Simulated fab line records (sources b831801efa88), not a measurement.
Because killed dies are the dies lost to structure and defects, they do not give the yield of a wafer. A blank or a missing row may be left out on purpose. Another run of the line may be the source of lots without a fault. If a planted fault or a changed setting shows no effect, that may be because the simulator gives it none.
2 desks, one fault	flow gf180mcu	only its own numbers are on each desk; what lay behind them is given at the end

== TOOL OWNER'S DESK, litho_track-04 ==
The tool's own readings at GF_MIM_DEVELOP_18 (develop time 60 s): means of the sampled wafers that have a number, for each lot that ran on this tool. Any lot whose mean is over 4 standard deviations away from the usual mean is out of limits and marked OUT; that distance is given in the brackets.
Columns: A = developer_temp_C at GF_MIM_DEVELOP_18, usual 23.00 C; B = resist_line_temp_C at GF_MIM_DEVELOP_18, usual 23.01 C
lot	first seen here	A	B
L698	day 25 15:34	23.07	22.90
L700	day 25 21:01	22.94	23.03
L706	day 28 05:49	23.12	23.16
L709	day 29 04:07	23.00	23.02
L710	day 29 07:16	23.91 (+10) OUT	22.98
L711	day 29 12:18	23.91 (+10) OUT	23.00
This desk finds L710, L711 out of limits, L710 being first, at day 29 07:16 (developer_temp_C at GF_MIM_DEVELOP_18). L698, L700, L706, L709: within limits.

== THE METROLOGY DESK ==
What the gauges read, lot by lot, whatever tool the lot ran on: means of the sampled wafers that have a number. Any lot whose mean is over 4 standard deviations away from the usual mean is out of limits and marked OUT; that distance is given in the brackets.
Columns: A = M4_ALCU_RS at GF_M4_RS_MEAS_05, usual 0.0699 ohm/sq; B = V4_BOW at GF_V4_BOW_MEAS_05, usual 135 um
lot	first seen here	A	B
L698	day 22 19:27	0.0696	141
L699	day 22 23:11	0.0693	129
L700	day 23 01:24	0.0702	127
L701	day 23 08:15	0.0699	135
L704	day 24 21:38	0.0708	131
L706	day 25 14:02	0.0693	139
L707	day 25 16:54	0.0712	131
L708	day 26 09:24	0.0702	152
L709	day 26 14:01	0.0703	140
L710	day 26 17:41	0.0689	131
L711	day 26 21:46	0.0708	142
L712	day 27 10:27	0.0702	138
L713	day 27 19:08	0.0708	143
L721	day 29 14:58	0.0703	133
This desk's verdict: no lot among the 14 shows anything out of limits.

== ALL TOGETHER ==
An alarm could have come from the tool owner's desk at day 29 07:16, on L710, L711.
Nothing out of limits was seen by the metrology desk.
The metrology desk holds a record of L710, L711, inside its limits.
Of the lots named, all ran GF_MIM_DEVELOP_18 on litho_track-04.

== WHAT THE SIMULATOR HAD INSERTED ==
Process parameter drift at GF_MIM_DEVELOP_18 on litho_track-04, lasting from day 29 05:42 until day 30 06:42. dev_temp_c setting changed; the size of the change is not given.
Shown lots that were struck: L710, L711.
Each desk's first reading out of limits, in hours after the fault started: the tool owner's desk, 2.
